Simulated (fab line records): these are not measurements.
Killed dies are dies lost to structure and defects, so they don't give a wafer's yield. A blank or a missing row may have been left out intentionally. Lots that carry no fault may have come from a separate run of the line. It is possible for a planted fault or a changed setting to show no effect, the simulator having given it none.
Which tool was responsible? || flow gf180mcu || 11 lots with 33 wafers sampled at 6 steps, on a route of 602 steps

## WHAT EACH GAUGE READ, for each wafer
GF_VT_IMPLANT_RS_MEAS_46: measurement is done with a four-point probe.
{"lot": "L704", "measured": "day 7 13:29", "on": "film_metro-02", "MVSD_RS (ohm/sq)": "455.4 457.0 455.5"}
{"lot": "L705", "measured": "day 7 21:18", "on": "film_metro-03", "MVSD_RS (ohm/sq)": "456.0 457.2 456.5"}
{"lot": "L708", "measured": "day 8 19:09", "on": "film_metro-03", "MVSD_RS (ohm/sq)": "456.5 457.9 456.2"}
{"lot": "L709", "measured": "day 8 22:39", "on": "film_metro-02", "MVSD_RS (ohm/sq)": "457.6 457.4 456.2"}
{"lot": "L715", "measured": "day 10 19:50", "on": "film_metro-03", "MVSD_RS (ohm/sq)": "456.6 457.4 456.5"}
{"lot": "L719", "measured": "day 12 04:07", "on": "film_metro-02", "MVSD_RS (ohm/sq)": "459.0 459.5 459.6"}
{"lot": "L722", "measured": "day 12 22:41", "on": "film_metro-02", "MVSD_RS (ohm/sq)": "457.6 457.7 457.4"}
{"lot": "L723", "measured": "day 13 05:44", "on": "film_metro-03", "MVSD_RS (ohm/sq)": "455.7 456.3 455.1"}
{"lot": "L724", "measured": "day 13 06:17", "on": "film_metro-03", "MVSD_RS (ohm/sq)": "455.8 455.7 455.7"}
{"lot": "L726", "measured": "day 13 22:20", "on": "film_metro-02", "MVSD_RS (ohm/sq)": "458.8 458.3 458.6"}
{"lot": "L727", "measured": "day 14 03:47", "on": "film_metro-01", "MVSD_RS (ohm/sq)": "456.8 456.6 457.3"}

GF_PSD_TW_MEAS_11.
{"lot": "L704", "measured": "day 14 05:34", "on": "film_metro-04", "PSD_TW": "3206 3190 3189"}
{"lot": "L705", "measured": "day 14 13:23", "on": "film_metro-01", "PSD_TW": "3197 3188 3197"}
{"lot": "L708", "measured": "day 15 17:01", "on": "film_metro-04", "PSD_TW": "3214 3196 3206"}
{"lot": "L709", "measured": "day 15 23:21", "on": "film_metro-03", "PSD_TW": "3195 3203 3211"}
{"lot": "L715", "measured": "day 18 08:55", "on": "film_metro-04", "PSD_TW": "3111 3128 3128"}
{"lot": "L719", "measured": "day 20 02:04", "on": "film_metro-01", "PSD_TW": "3184 3166 3178"}
{"lot": "L722", "measured": "day 21 01:03", "on": "film_metro-04", "PSD_TW": "3174 3174 3171"}
{"lot": "L723", "measured": "day 21 14:04", "on": "film_metro-04", "PSD_TW": "3180 3174 3167"}
{"lot": "L724", "measured": "day 21 10:56", "on": "film_metro-03", "PSD_TW": "3209 3212 3195"}
{"lot": "L726", "measured": "day 22 07:12", "on": "film_metro-04", "PSD_TW": "3137 3131 3124"}
{"lot": "L727", "measured": "day 22 12:13", "on": "film_metro-03", "PSD_TW": "3221 3210 3208"}

GF_PSD_RS_MEAS_15: measurement is done with a four-point probe.
{"lot": "L704", "measured": "day 14 05:55", "on": "film_metro-04", "PSD_RS (ohm/sq)": "109.16 108.72 108.55"}
{"lot": "L705", "measured": "day 14 13:43", "on": "film_metro-03", "PSD_RS (ohm/sq)": "108.70 108.90 108.62"}
{"lot": "L708", "measured": "day 15 17:20", "on": "film_metro-04", "PSD_RS (ohm/sq)": "108.13 108.24 108.25"}
{"lot": "L709", "measured": "day 15 23:40", "on": "film_metro-04", "PSD_RS (ohm/sq)": "108.91 108.66 109.11"}
{"lot": "L715", "measured": "day 18 09:13", "on": "film_metro-01", "PSD_RS (ohm/sq)": "110.22 110.10 110.19"}
{"lot": "L719", "measured": "day 20 02:23", "on": "film_metro-01", "PSD_RS (ohm/sq)": "110.61 110.75 110.37"}
{"lot": "L722", "measured": "day 21 01:22", "on": "film_metro-01", "PSD_RS (ohm/sq)": "108.81 108.19 108.55"}
{"lot": "L723", "measured": "day 21 14:24", "on": "film_metro-03", "PSD_RS (ohm/sq)": "108.78 108.71 108.98"}
{"lot": "L724", "measured": "day 21 11:15", "on": "film_metro-01", "PSD_RS (ohm/sq)": "108.71 108.95 108.95"}
{"lot": "L726", "measured": "day 22 07:32", "on": "film_metro-01", "PSD_RS (ohm/sq)": "108.83 108.62 108.94"}
{"lot": "L727", "measured": "day 22 12:31", "on": "film_metro-04", "PSD_RS (ohm/sq)": "108.82 108.97 108.94"}

## TOOL THAT RAN EACH LOT (tool first, then ch and the chambers of the sampled wafers, then the start)
{"lot": "L704", "GF_DUAL_GATE_STRIP_13": "plasma_asher-02 ch 0,1, day 8 07:50", "GF_PSD_IMPLANT_09": "implanter-04 ch 0, day 14 05:21", "GF_PSD_STRIP_10": "plasma_asher-02 ch 0,1, day 14 05:29"}
{"lot": "L705", "GF_DUAL_GATE_STRIP_13": "plasma_asher-04 ch 0,1, day 8 16:25", "GF_PSD_IMPLANT_09": "implanter-01 ch 0, day 14 13:08", "GF_PSD_STRIP_10": "plasma_asher-01 ch 0,1, day 14 13:17"}
{"lot": "L708", "GF_DUAL_GATE_STRIP_13": "plasma_asher-01 ch 0,1, day 9 14:22", "GF_PSD_IMPLANT_09": "implanter-01 ch 0, day 15 16:46", "GF_PSD_STRIP_10": "plasma_asher-01 ch 0,1, day 15 16:55"}
{"lot": "L709", "GF_DUAL_GATE_STRIP_13": "plasma_asher-04 ch 0,1, day 9 18:08", "GF_PSD_IMPLANT_09": "implanter-03 ch 0, day 15 23:06", "GF_PSD_STRIP_10": "plasma_asher-04 ch 0, day 15 23:15"}
{"lot": "L715", "GF_DUAL_GATE_STRIP_13": "plasma_asher-02 ch 0,1, day 11 17:04", "GF_PSD_IMPLANT_09": "implanter-04 ch 0, day 18 08:40", "GF_PSD_STRIP_10": "plasma_asher-04 ch 0,1, day 18 08:49"}
{"lot": "L719", "GF_DUAL_GATE_STRIP_13": "plasma_asher-04 ch 1, day 13 01:45", "GF_PSD_IMPLANT_09": "implanter-04 ch 0, day 20 01:50", "GF_PSD_STRIP_10": "plasma_asher-01 ch 0,1, day 20 01:58"}
{"lot": "L722", "GF_DUAL_GATE_STRIP_13": "plasma_asher-04 ch 0, day 13 21:10", "GF_PSD_IMPLANT_09": "implanter-01 ch 0, day 21 00:48", "GF_PSD_STRIP_10": "plasma_asher-02 ch 0,1, day 21 00:57"}
{"lot": "L723", "GF_DUAL_GATE_STRIP_13": "plasma_asher-01 ch 0,1, day 14 04:19", "GF_PSD_IMPLANT_09": "implanter-03 ch 0, day 21 13:51", "GF_PSD_STRIP_10": "plasma_asher-04 ch 0,1, day 21 13:59"}
{"lot": "L724", "GF_DUAL_GATE_STRIP_13": "plasma_asher-04 ch 0,1, day 14 05:10", "GF_PSD_IMPLANT_09": "implanter-03 ch 0, day 21 10:41", "GF_PSD_STRIP_10": "plasma_asher-01 ch 0,1, day 21 10:50"}
{"lot": "L726", "GF_DUAL_GATE_STRIP_13": "plasma_asher-04 ch 0,1, day 15 01:42", "GF_PSD_IMPLANT_09": "implanter-03 ch 0, day 22 06:59", "GF_PSD_STRIP_10": "plasma_asher-01 ch 0,1, day 22 07:07"}
{"lot": "L727", "GF_DUAL_GATE_STRIP_13": "plasma_asher-01 ch 0,1, day 15 05:43", "GF_PSD_IMPLANT_09": "implanter-04 ch 0, day 22 11:58", "GF_PSD_STRIP_10": "plasma_asher-01 ch 0,1, day 22 12:07"}
- GF_DUAL_GATE_STRIP_13: strips in O2/N2.
- GF_PSD_IMPLANT_09
- GF_PSD_STRIP_10: strips in O2/N2.

## AS READ BY THE TOOLS THEMSELVES (means over the sampled wafers that have a number; for cases with no such wafer, the mark the record gives instead)
GF_DUAL_GATE_STRIP_13.
{"lot": "L704", "tool": "plasma_asher-02", "drypump_motor_current_A (A)": 5.58, "heater_power_w (W)": 323, "oes_product_au (a.u.)": 0.719, "strip_time_to_endpoint_s (s)": 12.59}
{"lot": "L705", "tool": "plasma_asher-04", "drypump_motor_current_A (A)": 5.77, "heater_power_w (W)": 370, "oes_product_au (a.u.)": 0.715, "strip_time_to_endpoint_s (s)": 12.61}
{"lot": "L708", "tool": "plasma_asher-01", "drypump_motor_current_A (A)": 5.26, "heater_power_w (W)": 386, "oes_product_au (a.u.)": 0.714, "strip_time_to_endpoint_s (s)": 12.66}
{"lot": "L709", "tool": "plasma_asher-04", "drypump_motor_current_A (A)": 5.62, "heater_power_w (W)": 360, "oes_product_au (a.u.)": 0.713, "strip_time_to_endpoint_s (s)": 12.60}
{"lot": "L715", "tool": "plasma_asher-02", "drypump_motor_current_A (A)": 5.54, "heater_power_w (W)": 325, "oes_product_au (a.u.)": 0.715, "strip_time_to_endpoint_s (s)": 12.62}
{"lot": "L719", "tool": "plasma_asher-04", "drypump_motor_current_A (A)": 5.91, "heater_power_w (W)": 371, "oes_product_au (a.u.)": 0.715, "strip_time_to_endpoint_s (s)": 12.61}
{"lot": "L722", "tool": "plasma_asher-04", "drypump_motor_current_A (A)": 5.47, "heater_power_w (W)": 370, "oes_product_au (a.u.)": 0.714, "strip_time_to_endpoint_s (s)": 12.64}
{"lot": "L723", "tool": "plasma_asher-01", "drypump_motor_current_A (A)": 5.40, "heater_power_w (W)": 351, "oes_product_au (a.u.)": 0.715, "strip_time_to_endpoint_s (s)": 12.62}
{"lot": "L724", "tool": "plasma_asher-04", "drypump_motor_current_A (A)": 5.77, "heater_power_w (W)": 368, "oes_product_au (a.u.)": 0.715, "strip_time_to_endpoint_s (s)": 12.61}
{"lot": "L726", "tool": "plasma_asher-04", "drypump_motor_current_A (A)": 5.77, "heater_power_w (W)": 363, "oes_product_au (a.u.)": 0.714, "strip_time_to_endpoint_s (s)": 12.59}
{"lot": "L727", "tool": "plasma_asher-01", "drypump_motor_current_A (A)": 5.44, "heater_power_w (W)": 359, "oes_product_au (a.u.)": 0.716, "strip_time_to_endpoint_s (s)": 12.60}

GF_PSD_IMPLANT_09.
{"lot": "L704", "tool": "implanter-04", "dose_ions_cm2": 1.5e+15, "faraday_current_uA": 8227}
{"lot": "L705", "tool": "implanter-01", "dose_ions_cm2": 1.5e+15, "faraday_current_uA": 8242}
{"lot": "L708", "tool": "implanter-01", "dose_ions_cm2": 1.5e+15, "faraday_current_uA": 8269}
{"lot": "L709", "tool": "implanter-03", "dose_ions_cm2": 1.5e+15, "faraday_current_uA": 8211}
{"lot": "L715", "tool": "implanter-04", "dose_ions_cm2": 1.4e+15, "faraday_current_uA": 7766}
{"lot": "L719", "tool": "implanter-04", "dose_ions_cm2": 1.4e+15, "faraday_current_uA": 7677}
{"lot": "L722", "tool": "implanter-01", "dose_ions_cm2": 1.5e+15, "faraday_current_uA": 8157}
{"lot": "L723", "tool": "implanter-03", "dose_ions_cm2": 1.5e+15, "faraday_current_uA": 8185}
{"lot": "L724", "tool": "implanter-03", "dose_ions_cm2": 1.5e+15, "faraday_current_uA": 8168}
{"lot": "L726", "tool": "implanter-03", "dose_ions_cm2": 1.5e+15, "faraday_current_uA": 8358}
{"lot": "L727", "tool": "implanter-04", "dose_ions_cm2": 1.5e+15, "faraday_current_uA": 8156}

GF_PSD_STRIP_10.
{"lot": "L704", "tool": "plasma_asher-02", "drypump_motor_current_A (A)": 5.56, "heater_power_w (W)": 294, "oes_product_au (a.u.)": 0.591, "strip_time_to_endpoint_s (s)": 16.504}
{"lot": "L705", "tool": "plasma_asher-01", "drypump_motor_current_A (A)": 5.41, "heater_power_w (W)": 360, "oes_product_au (a.u.)": 0.592, "strip_time_to_endpoint_s (s)": 16.503}
{"lot": "L708", "tool": "plasma_asher-01", "drypump_motor_current_A (A)": 5.43, "heater_power_w (W)": 353, "oes_product_au (a.u.)": 0.589, "strip_time_to_endpoint_s (s)": 16.505}
{"lot": "L709", "tool": "plasma_asher-04", "drypump_motor_current_A (A)": 5.47, "heater_power_w (W)": 357, "oes_product_au (a.u.)": 0.589, "strip_time_to_endpoint_s (s)": 16.474}
{"lot": "L715", "tool": "plasma_asher-04", "drypump_motor_current_A (A)": 5.61, "heater_power_w (W)": 358, "oes_product_au (a.u.)": 0.598, "strip_time_to_endpoint_s (s)": 16.350}
{"lot": "L719", "tool": "plasma_asher-01", "drypump_motor_current_A (A)": 5.26, "heater_power_w (W)": 393, "oes_product_au (a.u.)": 0.594, "strip_time_to_endpoint_s (s)": 16.335}
{"lot": "L722", "tool": "plasma_asher-02", "drypump_motor_current_A (A)": 5.57, "heater_power_w (W)": 306, "oes_product_au (a.u.)": 0.589, "strip_time_to_endpoint_s (s)": 16.525}
{"lot": "L723", "tool": "plasma_asher-04", "drypump_motor_current_A (A)": 5.78, "heater_power_w (W)": 367, "oes_product_au (a.u.)": 0.590, "strip_time_to_endpoint_s (s)": 16.508}
{"lot": "L724", "tool": "plasma_asher-01", "drypump_motor_current_A (A)": 5.41, "heater_power_w (W)": 359, "oes_product_au (a.u.)": 0.592, "strip_time_to_endpoint_s (s)": 16.461}
{"lot": "L726", "tool": "plasma_asher-01", "drypump_motor_current_A (A)": 5.26, "heater_power_w (W)": 386, "oes_product_au (a.u.)": 0.595, "strip_time_to_endpoint_s (s)": 16.539}
{"lot": "L727", "tool": "plasma_asher-01", "drypump_motor_current_A (A)": 5.25, "heater_power_w (W)": 384, "oes_product_au (a.u.)": 0.591, "strip_time_to_endpoint_s (s)": 16.514}

## THE ANSWER, worked out from the rows above alone
Rule: usual is defined by the lots themselves. The widest of any qualifying gaps counts: lots, ordered by their means at a reading, are off when they make up no more than a third of the lots, leave a main group of 4 or more, and stand apart from it by 3 or more times the standard deviation of that group's means. A main group is skipped when, at the precision printed for the reading in the tables above, its means are all equal. Also off: a lot with no number at a reading for which 4 or more lots have one. Where the step has rows for the other lots, those lots are counted as sound. First the gauges in route order, then the tools' own readings, where a lot's mean is used as printed above. At the first step where some lot is off, the reading lying furthest off is the one used; lots without a number count as furthest.
Off: at GF_PSD_RS_MEAS_15 (PSD_RS), L715, L719. Mean 108.73 ohm/sq and standard deviation 0.22 in the main group.
A tool fits if, at a process step before that reading, it ran every lot that is off, and no sound lot after the first of them. Not tried: the gauges at GF_PSD_RS_MEAS_15; whatever is off there is also off at GF_PSD_IMPLANT_09, on other tools, and gauge error can't account for it. No candidate that was tried fits.

## WHAT THE SIMULATOR PUT IN
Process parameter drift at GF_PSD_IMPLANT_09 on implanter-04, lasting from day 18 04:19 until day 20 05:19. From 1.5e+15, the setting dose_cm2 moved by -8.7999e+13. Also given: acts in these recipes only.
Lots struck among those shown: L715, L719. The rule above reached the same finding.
